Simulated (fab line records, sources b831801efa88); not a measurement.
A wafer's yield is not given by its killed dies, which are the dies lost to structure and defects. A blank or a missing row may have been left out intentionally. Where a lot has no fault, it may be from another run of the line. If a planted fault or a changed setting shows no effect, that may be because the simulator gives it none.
Problem report in the 8D (eight disciplines) form, filled by code / flow sky130 / the parts of the form that need people (team, actions taken, sign-off) are left out

== 1. THE PROBLEM ==
At SKY_VIA3_CMP_24, overpolish_run_s averages 15.343 s over 6 wafers from 2 lots, while fault-free wafers read 20.000 s, standard deviation 0.0089. So: -99 or more standard deviations from the usual mean.
The step: polishes, stops on SiO2, t overpolish 20 s, target thk 0 nm.
Seen first at day 42 21:17 on cmp-02, wafer L313.4. At this step, 36 wafers from 12 lots have a number in the record. Rule for "out" (also "out of limits"): further than 4 standard deviations from the usual mean. The rest of the wafers with a number are treated as sound.

== 2. WHAT IT IS; WHAT IT IS NOT ==
question=which readings at this step | is=overpolish_run_s | is not=motor_current_A
question=which lots | is=L313, L314 | is not=L303, L305, L306, L307, L308, L320, L321, L324, L325, L326
question=which wafers of those lots | is=all that have a number | is not=-
question=read on which tools | is=cmp-02 | is not=cmp-01
question=when | is=from day 42 21:17 | is not=up to then (15 sound wafers); but 15 sound wafers of L320, L321, L324, L325, L326 came after

== 3. WHAT RULES OUT EACH SUSPECT ==
Counting: a tool at any process step up to the reading remains a suspect when it ran all the lots that are out and ran no sound lot after the first of those.
- cmp-02 at SKY_VIA3_CMP_24 (polishes, stops on SiO2, t overpolish 20 s, target thk 0 nm): kept. Every lot that is out went through it, starting with L313 (day 42 21:17), and after that it ran no sound lot; the last sound lot it ran before then is L308 (day 41 11:26). On those wafers its own readings are out: overpolish_run_s.
Remaining after the count: cmp-02 at SKY_VIA3_CMP_24.

== 4. THE CAUSE (what the simulator had put in) ==
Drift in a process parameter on cmp-02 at SKY_VIA3_CMP_24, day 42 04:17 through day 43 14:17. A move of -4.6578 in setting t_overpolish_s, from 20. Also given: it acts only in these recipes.
Only this tool survived the counting.

== 5. THE CHAIN OF EFFECTS, in route order ==
Each row: a reading whose mean over the struck wafers that have a number lies more than 3 standard deviations from the usual. Scope: only readings with a usual standard deviation given in the record; hours: median across lots of the time from each lot's start at the first step in this table that gives one to its start at this step; sigmas: change in usual standard deviations.
hours=0; step=SKY_VIA3_CMP_24; reading=overpolish_run_s; usual=20.000 s; on struck wafers=15.343; change=-4.657; sigmas=-99 or more
The process steps in it:
- SKY_VIA3_CMP_24: polishes, stops on SiO2, t overpolish 20 s, target thk 0 nm.

== 6. WHAT WOULD HAVE CAUGHT IT SOONER ==
In this record the first reading out of limits was taken at day 42 21:17, 17 hours after the fault began at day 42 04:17.
